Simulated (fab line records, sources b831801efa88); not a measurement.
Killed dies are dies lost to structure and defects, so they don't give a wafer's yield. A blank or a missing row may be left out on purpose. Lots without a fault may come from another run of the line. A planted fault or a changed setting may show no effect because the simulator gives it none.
fab line records | flow sky130
record lots=13 wafers=39 last_day=50
route steps=708 shown FIELD_ISO@3 DNWELL@44 PWDE@53 PAD_OPEN@708
lots that met no fault: from a run of the same line without faults
start_h: hours from the record's first day to the start of the lot's first wafer shown | wait_h: hours since the lot's step before | " the same as in the row above | L1.1+2: a row that stands for several wafers | - no value, or no start given | * or withheld: withheld | < > ~ a bound
route shown NAME@n: a module of which the file shows steps, and the number in the route of the first | usual: mean/standard deviation of fault-free wafers | same: alike in all rows | chamber/n: place in a boat | sites: the reading at each site | _std_site: their standard deviation | _edge_site: outer sites' mean less inner sites' | radius_mm: how far each site lies from the wafer's centre | mask NAME#n: copy n | behind: the tool/chamber that last shaped the wafer | hold: why the lot was held/for how many hours/how that ended | device: the transistor (n, p or np) that didn't switch | end of line: the same wafers' tests at the end of the route | a step without rows: its recipe alone | killed: dies lost to structure and defects at the first sort, not the wafer's yield | map: a wafer's dies, x killed, . not, _ none there
set.NAME: the setting as run; set.NAME@STEP: as run at that earlier step | model.NAME: the simulator's own value behind a step, which no gauge read
steps of the route over a sample of lots; a table a step, a row a wafer
services: from which hour (start_h, from the record's first day; less than 0 if before it) a tool's chamber was out of use, for how many hours, and why
## steps
# step SKY_FIELD_ISO_THK_MEAS_02
# recipe reads=SiO2_of_FIELD_ISO_OXIDATION_01
# usual FIELD_ISO_OXIDATION_00_THK=12.06/0.18
# columns lot.wafer tool chamber start_h wait_h FIELD_ISO_OXIDATION_00_THK[nm]
L460.1 film_metro-03 - 13.33 0.0 12.05
L460.2 " - " " 12.00
L460.3 " - " " 11.70
L461.2 film_metro-02 - 18.88 0.0 12.07
L461.3 " - " " 12.02
L461.4 " - " " 12.07
L462.1 film_metro-03 - 26.06 0.0 12.22
L462.4 " - " " 12.45
L462.6 " - " " 12.42
L465.1 film_metro-04 - 43.20 0.0 11.69
L465.2 " - " " 11.82
L465.6 " - " " 11.96
L468.1 film_metro-04 - 54.08 0.0 11.96
L468.2 " - " " 12.15
L468.4 " - " " 11.91
L469.2 film_metro-02 - 64.72 0.0 12.20
L469.4 " - " " 12.24
L469.5 " - " " 12.01
L471.3 film_metro-02 - 70.50 0.0 12.10
L471.4 " - " " 12.19
L471.5 " - " " 12.12
L473.4 film_metro-02 - 80.32 0.0 12.12
L473.5 " - " " 12.26
L473.6 " - " " 12.16
L475.1 film_metro-04 - 87.48 0.0 11.80
L475.2 " - " " 11.74
L475.4 " - " " 11.71
L478.1 film_metro-03 - 103.40 0.0 11.89
L478.2 " - " " 11.94
L478.4 " - " " 11.97
L479.1 film_metro-04 - 108.69 0.0 12.03
L479.3 " - " " 11.86
L479.6 " - " " 11.97
L480.1 film_metro-04 - 112.44 0.0 11.91
L480.2 " - " " 11.96
L480.5 " - " " 11.85
L482.4 film_metro-02 - 122.15 0.0 12.31
L482.5 " - " " 12.10
L482.6 " - " " 12.26
# step SKY_DNWELL_TW_MEAS_09
# usual DNWELL_TW=1100/17
# columns lot.wafer tool chamber start_h wait_h DNWELL_TW
L460.1 film_metro-03 - 64.61 0.1 1077
L460.2 " - " " 1086
L460.3 " - " " 1078
L461.2 film_metro-04 - 75.45 0.1 1088
L461.3 " - " " 1094
L461.4 " - " " 1091
L462.1 film_metro-01 - 81.81 0.1 1129
L462.4 " - " " 1127
L462.6 " - " " 1129
L465.1 film_metro-01 - 89.71 0.1 1126
L465.2 " - " " 1132
L465.6 " - " " 1128
L468.1 film_metro-01 - 103.66 0.1 1119
L468.2 " - " " 1118
L468.4 " - " " 1116
L469.2 film_metro-04 - 109.77 0.1 1090
L469.4 " - " " 1086
L469.5 " - " " 1088
L471.3 film_metro-01 - 115.66 0.1 1122
L471.4 " - " " 1122
L471.5 " - " " 1120
L473.4 film_metro-04 - 126.89 0.1 1085
L473.5 " - " " 1086
L473.6 " - " " 1083
L475.1 film_metro-03 - 142.61 0.1 1097
L475.2 " - " " 1097
L475.4 " - " " 1098
L478.1 film_metro-04 - 151.99 0.1 1083
L478.2 " - " " 1086
L478.4 " - " " 1078
L479.1 film_metro-03 - 157.41 0.1 1100
L479.3 " - " " 1098
L479.6 " - " " 1098
L480.1 film_metro-04 - 159.24 0.1 1086
L480.2 " - " " 1076
L480.5 " - " " 1082
L482.4 film_metro-04 - 169.64 0.1 1082
L482.5 " - " " 1087
L482.6 " - " " 1084
# step SKY_PWDE_IMPLANT_08
# recipe species=B energy_kev=150 dose_cm2=3.6e+12 tilt_deg=withheld
# usual beam_energy_keV=150.00/0.05 faraday_current_uA=20.3/0.41
# columns lot.wafer tool chamber start_h wait_h beam_energy_keV faraday_current_uA
L460.1 implanter-02 0 78.69 0.1 150.01 20.3
L460.2 " 0 " " 150.05 20.4
L460.3 " 0 " " 150.04 19.7
L461.2 implanter-02 0 91.62 0.0 149.91 20.3
L461.3 " 0 " " 149.99 21.3
L461.4 " 0 " " 149.99 20.4
L462.1 implanter-04 0 98.95 0.0 149.94 20.8
L462.4 " 0 " " 149.99 19.9
L462.6 " 0 " " 150.00 20.2
L465.1 implanter-04 0 107.75 0.0 149.99 19.9
L465.2 " 0 " " 149.98 20.5
L465.6 " 0 " " 149.97 20.1
L468.1 implanter-04 0 120.90 0.0 149.99 20.3
L468.2 " 0 " " 150.07 19.9
L468.4 " 0 " " 149.98 19.9
L469.2 implanter-01 0 127.63 0.0 115.45 20.3
L469.4 " 0 " " 115.55 20.0
L469.5 " 0 " " 115.46 19.8
L471.3 implanter-01 0 133.70 0.1 115.51 20.3
L471.4 " 0 " " 115.49 20.5
L471.5 " 0 " " 115.47 20.5
L473.4 implanter-04 0 144.92 0.1 149.98 19.8
L473.5 " 0 " " 150.04 21.2
L473.6 " 0 " " 150.03 20.4
L475.1 implanter-04 0 161.65 0.0 150.04 20.6
L475.2 " 0 " " 149.99 20.5
L475.4 " 0 " " 149.89 19.3
L478.1 implanter-02 0 171.70 0.0 149.97 19.9
L478.2 " 0 " " 150.06 19.9
L478.4 " 0 " " 150.03 21.3
L479.1 implanter-02 0 177.70 0.0 150.07 19.6
L479.3 " 0 " " 150.00 19.7
L479.6 " 0 " " 150.05 20.0
L480.1 implanter-02 0 179.64 0.0 150.03 19.8
L480.2 " 0 " " 150.04 20.4
L480.5 " 0 " " 150.06 20.5
L482.4 implanter-04 0 190.57 0.1 149.94 20.1
L482.5 " 0 " " 149.99 19.8
L482.6 " 0 " " 149.93 20.0
# step SKY_PWDE_TW_MEAS_10
# usual PWDE_TW=370/6
# columns lot.wafer tool chamber start_h wait_h PWDE_TW
L460.1 film_metro-04 - 78.94 0.1 366
L460.2 " - " " 364
L460.3 " - " " 365
L461.2 film_metro-01 - 91.86 0.1 377
L461.3 " - " " 377
L461.4 " - " " 376
L462.1 film_metro-04 - 99.20 0.1 365
L462.4 " - " " 363
L462.6 " - " " 363
L465.1 film_metro-04 - 108.00 0.1 361
L465.2 " - " " 361
L465.6 " - " " 361
L468.1 film_metro-01 - 121.15 0.1 378
L468.2 " - " " 378
L468.4 " - " " 378
L469.2 film_metro-01 - 127.86 0.1 371
L469.4 " - " " 370
L469.5 " - " " 373
L471.3 film_metro-03 - 133.92 0.1 364
L471.4 " - " " 366
L471.5 " - " " 365
L473.4 film_metro-01 - 145.13 0.1 375
L473.5 " - " " 372
L473.6 " - " " 375
L475.1 film_metro-04 - 161.90 0.1 364
L475.2 " - " " 363
L475.4 " - " " 362
L478.1 film_metro-03 - 171.95 0.1 368
L478.2 " - " " 369
L478.4 " - " " 370
L479.1 film_metro-01 - 177.95 0.1 376
L479.3 " - " " 377
L479.6 " - " " 377
L480.1 film_metro-01 - 179.89 0.1 378
L480.2 " - " " 376
L480.5 " - " " 377
L482.4 film_metro-04 - 190.78 0.1 365
L482.5 " - " " 365
L482.6 " - " " 365
# step SKY_NWELL_RS_MEAS_31
# recipe thk_meas_gauge=four-point-probe
# usual PWDE_RS=5290/19
# columns lot.wafer tool chamber start_h wait_h PWDE_RS[ohm/sq]
L460.1 film_metro-03 - 114.70 0.1 5302
L460.2 " - " " 5280
L460.3 " - " " 5300
L461.2 film_metro-03 - 128.05 0.1 5273
L461.3 " - " " 5262
L461.4 " - " " 5276
L462.1 film_metro-04 - 137.48 0.1 5269
L462.4 " - " " 5295
L462.6 " - " " 5301
L465.1 film_metro-04 - 144.38 0.1 5282
L465.2 " - " " 5289
L465.6 " - " " 5282
L468.1 film_metro-01 - 160.95 0.1 5291
L468.2 " - " " 5290
L468.4 " - " " 5273
L469.2 film_metro-03 - 166.58 0.1 5356
L469.4 " - " " 5381
L469.5 " - " " 5360
L471.3 film_metro-04 - 173.70 0.1 5326
L471.4 " - " " 5338
L471.5 " - " " 5365
L473.4 film_metro-04 - 186.72 0.1 5327
L473.5 " - " " 5324
L473.6 " - " " 5336
L475.1 film_metro-01 - 209.14 0.1 5307
L475.2 " - " " 5298
L475.4 " - " " 5292
L478.1 film_metro-03 - 216.48 0.1 5292
L478.2 " - " " 5284
L478.4 " - " " 5304
L479.1 film_metro-01 - 222.74 0.1 5327
L479.3 " - " " 5301
L479.6 " - " " 5300
L480.1 film_metro-03 - 224.04 0.1 5321
L480.2 " - " " 5300
L480.5 " - " " 5307
L482.4 film_metro-04 - 236.29 0.1 5274
L482.5 " - " " 5252
L482.6 " - " " 5263
# step SKY_PAD_OPEN_PROBE_99
# usual killed_at_M0_to_M3=44/6.5 killed_at_M4_up=3.3/1.9 killed_at_contacts=24/5.3 killed_at_front_end=15/4.5 killed_at_other=0.3/0.58 killed_dies=87/9.3 killed_open=48/6.6 killed_short=39/6.1
# same gross_dies=492 killed_at_back_side=0
# columns lot.wafer tool chamber start_h wait_h killed_at_M0_to_M3 killed_at_M4_up killed_at_contacts killed_at_front_end killed_at_other killed_dies killed_open killed_short
L475.1 prober-02 - 1170.65 0.1 44 7 32 14 0 97 45 52
L480.1 prober-01 - 1187.30 0.1 46 2 18 11 1 78 46 32
L480.2 prober-01 - 1187.35 0.1 40 4 24 7 1 76 40 36
L480.5 prober-01 - 1187.50 0.2 42 1 26 21 1 91 44 47
# killed by level:class
L475.1 VIA1:geometric_particle:open=12 CONTACT:geometric_particle:open=11 CONTACT:geometric_particle:short=8 METAL1:geometric_particle:short=7 METAL2:geometric_particle:short=6 VIA1:geometric_particle:short=5 METAL4:geometric_particle:short=5 FIELD_ISO:geometric_particle:short=4
L480.1 LI_CONTACT:geometric_particle:open=7 VIA1:geometric_particle:open=7 VIA2:geometric_particle:open=7 CONTACT:geometric_particle:open=6 METAL2:geometric_particle:short=6 VIA3:geometric_particle:open=6 VIA1:geometric_particle:short=5 METAL1:geometric_particle:short=4
L480.2 CONTACT:geometric_particle:open=10 VIA1:geometric_particle:open=10 METAL2:geometric_particle:short=6 VIA3:geometric_particle:open=5 METAL1:geometric_particle:short=5 LOCAL_INTERCONNECT:geometric_particle:short=4 METAL4:geometric_particle:short=4 LI_CONTACT:geometric_particle:open=3
L480.5 VIA1:geometric_particle:open=9 LI_CONTACT:geometric_particle:open=8 CONTACT:geometric_particle:open=8 METAL1:geometric_particle:short=7 METAL2:geometric_particle:short=6 FIELD_ISO:geometric_particle:short=5 CONTACT:geometric_particle:short=5 VIA3:geometric_particle:short=5
## services
# columns tool chamber start_h hours kind
implanter-04 - 66.36 2.1 pm
implanter-02 - 104.59 4.5 repair
implanter-04 - 122.96 3.3 repair
implanter-02 - 126.77 19.8 pm
implanter-04 - 166.28 1.1 repair
implanter-02 - 182.18 3.9 repair
## key
first_sign step=SKY_PWDE_IMPLANT_08 reading=beam_energy_keV direction=down sigmas=99+ usual=* struck=*
effect step=SKY_NWELL_RS_MEAS_31 reading=PWDE_RS direction=up sigmas=3.4 usual=5290 struck=5354
met_at SKY_PWDE_IMPLANT_08
struck_lots L469,L471
tester_left_out L469,L471
not_acting_at SKY_FIELD_ISO_THK_MEAS_02,SKY_DNWELL_TW_MEAS_09,SKY_PWDE_TW_MEAS_10
fault kind=process_parameter_drift tool=implanter-01 chamber=- onset_h=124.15 steps=SKY_PWDE_IMPLANT_08 channel=energy_kev offset=* shape=step end_h=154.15 acts_in=* stated=*
# tester_left_out: of these lots the tester's yield and bins aren't shown, on N5 and GAA mostly nor the transistor test; their killed dies are dies lost to structure and defects alone, not to doping, threshold or leakage, so they don't give the yield
